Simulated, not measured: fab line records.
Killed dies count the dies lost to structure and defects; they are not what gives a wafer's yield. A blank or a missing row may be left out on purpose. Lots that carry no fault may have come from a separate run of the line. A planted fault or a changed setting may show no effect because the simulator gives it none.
Which tool did it? :: flow sky130 :: 33 wafers from 11 lots sampled at 5 of the route's 708 steps

== WHAT THE GAUGES READ, wafer by wafer ==
SKY_SPACER_THK_MEAS_01.
lot: L712
measured: day 23 17:20
on: film metro-02
SPACER_CVD_00_THK (nm): 43.6 43.5 43.3

lot: L714
measured: day 23 17:24
on: film metro-01
SPACER_CVD_00_THK (nm): 43.0 42.9 43.0

lot: L716
measured: day 24 13:07
on: film metro-04
SPACER_CVD_00_THK (nm): 43.0 43.4 43.5

lot: L717
measured: day 24 21:34
on: film metro-01
SPACER_CVD_00_THK (nm): 43.7 43.6 43.2

lot: L718
measured: day 25 02:05
on: film metro-02
SPACER_CVD_00_THK (nm): 43.3 43.2 43.1

lot: L724
measured: day 27 05:12
on: film metro-02
SPACER_CVD_00_THK (nm): 43.2 43.3 43.6

lot: L725
measured: day 27 22:52
on: film metro-01
SPACER_CVD_00_THK (nm): 42.2 41.9 41.8

lot: L727
measured: day 28 06:05
on: film metro-01
SPACER_CVD_00_THK (nm): 43.0 42.9 42.9

lot: L731
measured: day 29 23:46
on: film metro-04
SPACER_CVD_00_THK (nm): 42.3 42.3 42.5

lot: L732
measured: day 30 07:43
on: film metro-02
SPACER_CVD_00_THK (nm): 42.4 42.6 42.6

lot: L735
measured: day 31 19:12
on: film metro-02
SPACER_CVD_00_THK (nm): 43.4 43.1 42.9

== EACH LOT AND THE TOOL THAT RAN IT (in order: tool; ch and the chambers of the sampled wafers; start) ==
lot: L712
SKY_FIELD_ISO_CMP_27: cmp-01 ch 0,2,3, day 2 15:17
SKY_NWELL_SOFTBAKE_06: litho track-03 ch 0, day 4 10:11
SKY_NWELL_STRIP_14: plasma asher-04 ch 0,1, day 4 19:04
SKY_LDD_HVN_STRIP_09: plasma asher-01 ch 0, day 20 13:55

lot: L714
SKY_FIELD_ISO_CMP_27: cmp-01 ch 1,3, day 2 22:19
SKY_NWELL_SOFTBAKE_06: litho track-03 ch 0, day 4 17:49
SKY_NWELL_STRIP_14: plasma asher-04 ch 0,1, day 5 01:40
SKY_LDD_HVN_STRIP_09: plasma asher-01 ch 1, day 21 00:11

lot: L716
SKY_FIELD_ISO_CMP_27: cmp-01 ch 0,1, day 3 07:59
SKY_NWELL_SOFTBAKE_06: litho track-03 ch 0, day 5 04:48
SKY_NWELL_STRIP_14: plasma asher-03 ch 0,1, day 5 14:13
SKY_LDD_HVN_STRIP_09: plasma asher-03 ch 0,1, day 21 23:09

lot: L717
SKY_FIELD_ISO_CMP_27: cmp-02 ch 0,3, day 3 12:14
SKY_NWELL_SOFTBAKE_06: litho track-04 ch 0, day 5 08:17
SKY_NWELL_STRIP_14: plasma asher-03 ch 0,1, day 5 17:36
SKY_LDD_HVN_STRIP_09: plasma asher-01 ch 0,1, day 22 08:36

lot: L718
SKY_FIELD_ISO_CMP_27: cmp-01 ch 0,1,3, day 3 16:23
SKY_NWELL_SOFTBAKE_06: litho track-03 ch 0, day 5 13:41
SKY_NWELL_STRIP_14: plasma asher-03 ch 0,1, day 5 23:01
SKY_LDD_HVN_STRIP_09: plasma asher-01 ch 0,1, day 22 12:58

lot: L724
SKY_FIELD_ISO_CMP_27: cmp-02 ch 0,2,3, day 5 00:13
SKY_NWELL_SOFTBAKE_06: litho track-03 ch 0, day 7 01:39
SKY_NWELL_STRIP_14: plasma asher-04 ch 0,1, day 7 11:19
SKY_LDD_HVN_STRIP_09: plasma asher-01 ch 0,1, day 24 17:21

lot: L725
SKY_FIELD_ISO_CMP_27: cmp-02 ch 0,2,3, day 5 05:39
SKY_NWELL_SOFTBAKE_06: litho track-04 ch 0, day 7 06:46
SKY_NWELL_STRIP_14: plasma asher-04 ch 0,1, day 7 17:49
SKY_LDD_HVN_STRIP_09: plasma asher-04 ch 0, day 25 05:43

lot: L727
SKY_FIELD_ISO_CMP_27: cmp-01 ch 2,3, day 5 15:31
SKY_NWELL_SOFTBAKE_06: litho track-03 ch 0, day 7 19:02
SKY_NWELL_STRIP_14: plasma asher-03 ch 0,1, day 8 05:07
SKY_LDD_HVN_STRIP_09: plasma asher-01 ch 0,1, day 25 19:29

lot: L731
SKY_FIELD_ISO_CMP_27: cmp-02 ch 1,2,3, day 6 14:41
SKY_NWELL_SOFTBAKE_06: litho track-04 ch 0, day 8 20:58
SKY_NWELL_STRIP_14: plasma asher-01 ch 0,1, day 9 08:18
SKY_LDD_HVN_STRIP_09: plasma asher-03 ch 0,1, day 27 13:13

lot: L732
SKY_FIELD_ISO_CMP_27: cmp-01 ch 1,2, day 6 20:16
SKY_NWELL_SOFTBAKE_06: litho track-04 ch 0, day 9 03:01
SKY_NWELL_STRIP_14: plasma asher-01 ch 0,1, day 9 14:57
SKY_LDD_HVN_STRIP_09: plasma asher-03 ch 0,1, day 27 17:15

lot: L735
SKY_FIELD_ISO_CMP_27: cmp-02 ch 0,1,3, day 7 09:49
SKY_NWELL_SOFTBAKE_06: litho track-01 ch 0, day 9 16:24
SKY_NWELL_STRIP_14: plasma asher-01 ch 0,1, day 11 03:40
SKY_LDD_HVN_STRIP_09: plasma asher-01 ch 0,1, day 29 09:55
- SKY_FIELD_ISO_CMP_27: polishes, stops on Si3N4, t overpolish 16 s, target thk 457.8 nm.
- SKY_NWELL_SOFTBAKE_06
- SKY_NWELL_STRIP_14: strips in O2/N2.
- SKY_LDD_HVN_STRIP_09: strips in O2/N2.

== WHAT THE TOOLS THEMSELVES READ (means of the sampled wafers that have a number; where no wafer has one, the mark that the record gives instead) ==
SKY_FIELD_ISO_CMP_27.
lot: L712
tool: cmp-01
motor current A (A): 11.8
overpolish run s (s): 15.998
time to endpoint s (s): 112

lot: L714
tool: cmp-01
motor current A (A): 11.8
overpolish run s (s): 15.985
time to endpoint s (s): 109

lot: L716
tool: cmp-01
motor current A (A): 12.4
overpolish run s (s): 16.013
time to endpoint s (s): 113

lot: L717
tool: cmp-02
motor current A (A): 11.0
overpolish run s (s): 16.004
time to endpoint s (s): 115

lot: L718
tool: cmp-01
motor current A (A): 12.0
overpolish run s (s): 16.001
time to endpoint s (s): 109

lot: L724
tool: cmp-02
motor current A (A): 11.3
overpolish run s (s): 15.996
time to endpoint s (s): 114

lot: L725
tool: cmp-02
motor current A (A): 11.0
overpolish run s (s): 15.993
time to endpoint s (s): 108

lot: L727
tool: cmp-01
motor current A (A): 11.8
overpolish run s (s): 15.998
time to endpoint s (s): 118

lot: L731
tool: cmp-02
motor current A (A): 12.3
overpolish run s (s): 15.992
time to endpoint s (s): 112

lot: L732
tool: cmp-01
motor current A (A): 11.6
overpolish run s (s): 16.004
time to endpoint s (s): 113

lot: L735
tool: cmp-02
motor current A (A): 12.2
overpolish run s (s): 15.998
time to endpoint s (s): 110

SKY_NWELL_SOFTBAKE_06.
lot: L712
tool: litho track-03
heater power total W (W): 65.26
plate temp C (C): 109.86

lot: L714
tool: litho track-03
heater power total W (W): 65.33
plate temp C (C): 110.02

lot: L716
tool: litho track-03
heater power total W (W): 65.32
plate temp C (C): 110.09

lot: L717
tool: litho track-04
heater power total W (W): 65.26
plate temp C (C): 110.01

lot: L718
tool: litho track-03
heater power total W (W): 65.37
plate temp C (C): 110.02

lot: L724
tool: litho track-03
heater power total W (W): 68.10
plate temp C (C): 113.54

lot: L725
tool: litho track-04
heater power total W (W): 65.34
plate temp C (C): 109.97

lot: L727
tool: litho track-03
heater power total W (W): 68.19
plate temp C (C): 113.41

lot: L731
tool: litho track-04
heater power total W (W): 65.17
plate temp C (C): 110.04

lot: L732
tool: litho track-04
heater power total W (W): 65.30
plate temp C (C): 110.01

lot: L735
tool: litho track-01
heater power total W (W): 65.37
plate temp C (C): 110.08

SKY_NWELL_STRIP_14.
lot: L712
tool: plasma asher-04
chamber pressure mTorr (mTorr): 1498.3
drypump motor current A (A): 5.1
oes product au (a.u.): 0.726
strip time to endpoint s (s): 37.34

lot: L714
tool: plasma asher-04
chamber pressure mTorr (mTorr): 1500.3
drypump motor current A (A): 5.1
oes product au (a.u.): 0.725
strip time to endpoint s (s): 37.25

lot: L716
tool: plasma asher-03
chamber pressure mTorr (mTorr): 1500.2
drypump motor current A (A): 5.8
oes product au (a.u.): 0.719
strip time to endpoint s (s): 37.26

lot: L717
tool: plasma asher-03
chamber pressure mTorr (mTorr): 1501.5
drypump motor current A (A): 5.5
oes product au (a.u.): 0.721
strip time to endpoint s (s): 37.24

lot: L718
tool: plasma asher-03
chamber pressure mTorr (mTorr): 1501.9
drypump motor current A (A): 5.5
oes product au (a.u.): 0.721
strip time to endpoint s (s): 37.36

lot: L724
tool: plasma asher-04
chamber pressure mTorr (mTorr): 1501.0
drypump motor current A (A): 5.1
oes product au (a.u.): 0.720
strip time to endpoint s (s): 36.97

lot: L725
tool: plasma asher-04
chamber pressure mTorr (mTorr): 1499.2
drypump motor current A (A): 5.1
oes product au (a.u.): 0.722
strip time to endpoint s (s): 37.26

lot: L727
tool: plasma asher-03
chamber pressure mTorr (mTorr): 1499.6
drypump motor current A (A): 5.5
oes product au (a.u.): 0.725
strip time to endpoint s (s): 36.88

lot: L731
tool: plasma asher-01
chamber pressure mTorr (mTorr): 1500.4
drypump motor current A (A): 5.9
oes product au (a.u.): 0.718
strip time to endpoint s (s): 37.35

lot: L732
tool: plasma asher-01
chamber pressure mTorr (mTorr): 1500.1
drypump motor current A (A): 6.1
oes product au (a.u.): 0.720
strip time to endpoint s (s): 37.42

lot: L735
tool: plasma asher-01
chamber pressure mTorr (mTorr): 1499.6
drypump motor current A (A): 5.9
oes product au (a.u.): 0.716
strip time to endpoint s (s): 37.28

SKY_LDD_HVN_STRIP_09.
lot: L712
tool: plasma asher-01
chamber pressure mTorr (mTorr): 1500.0
drypump motor current A (A): 6.3
oes product au (a.u.): 0.408
strip time to endpoint s (s): 4.128

lot: L714
tool: plasma asher-01
chamber pressure mTorr (mTorr): 1498.4
drypump motor current A (A): 5.7
oes product au (a.u.): 0.409
strip time to endpoint s (s): 4.135

lot: L716
tool: plasma asher-03
chamber pressure mTorr (mTorr): 1499.6
drypump motor current A (A): 5.8
oes product au (a.u.): 0.408
strip time to endpoint s (s): 4.134

lot: L717
tool: plasma asher-01
chamber pressure mTorr (mTorr): 1499.6
drypump motor current A (A): 5.9
oes product au (a.u.): 0.410
strip time to endpoint s (s): 4.145

lot: L718
tool: plasma asher-01
chamber pressure mTorr (mTorr): 1500.7
drypump motor current A (A): 6.1
oes product au (a.u.): 0.410
strip time to endpoint s (s): 4.148

lot: L724
tool: plasma asher-01
chamber pressure mTorr (mTorr): 1500.4
drypump motor current A (A): 6.1
oes product au (a.u.): 0.406
strip time to endpoint s (s): 4.148

lot: L725
tool: plasma asher-04
chamber pressure mTorr (mTorr): 1500.8
drypump motor current A (A): 5.0
oes product au (a.u.): 0.412
strip time to endpoint s (s): 4.101

lot: L727
tool: plasma asher-01
chamber pressure mTorr (mTorr): 1499.9
drypump motor current A (A): 6.1
oes product au (a.u.): 0.407
strip time to endpoint s (s): 4.120

lot: L731
tool: plasma asher-03
chamber pressure mTorr (mTorr): 1500.2
drypump motor current A (A): 5.8
oes product au (a.u.): 0.409
strip time to endpoint s (s): 4.129

lot: L732
tool: plasma asher-03
chamber pressure mTorr (mTorr): 1499.4
drypump motor current A (A): 5.8
oes product au (a.u.): 0.411
strip time to endpoint s (s): 4.167

lot: L735
tool: plasma asher-01
chamber pressure mTorr (mTorr): 1501.4
drypump motor current A (A): 5.8
oes product au (a.u.): 0.404
strip time to endpoint s (s): 4.128

== THE ANSWER, worked out from the rows above alone ==
Rule: the usual values come from the lots themselves. Put in order of their means at a reading, lots are off if they are a third of the lots or fewer, leave a main group of 4 or more, and stand apart from it by a gap of 3 or more times the standard deviation of the main group's means; of several such gaps the widest counts. If all means in a main group match to the digits the tables above print for the reading, that group is not used. A lot without any number at a reading at which 4 lots or more have one is off too. Any other lot the step has rows for is counted as sound. First the gauges in route order, then the tools' own readings, where a lot's mean is used as printed above. The first step at which some lot is off is used, and at that step the reading that is off furthest; a lot without a number counts as furthest.
Off, at SKY_NWELL_SOFTBAKE_06 on plate temp C: L724, L727. For the main group the mean is 110.01 C and the standard deviation 0.064.
If a tool, at that step or one of the process steps before it, ran each lot that is off and ran no sound lot following the first of them, it fits. One candidate fits, namely litho track-03 at SKY_NWELL_SOFTBAKE_06. Its last sound lot is L718 (day 5 13:41), its first lot that is off L724 (day 7 01:39): a fault that began between those two fits.
The tool's own readings at SKY_NWELL_SOFTBAKE_06 bear it out: on the lots that are off they differ by more than 5 times the standard deviation of the sound lots' means. heater power total W reads 68.14 W there against 65.30 W on the sound lots; plate temp C reads 113.47 C there against 110.01 C on the sound lots.

== WHAT HAD BEEN PUT IN BY THE SIMULATOR ==
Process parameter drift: litho track-03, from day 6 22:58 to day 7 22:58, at SKY_NWELL_SOFTBAKE_06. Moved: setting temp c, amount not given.
Lots struck among those shown: L724, L727. The rule above found the same.
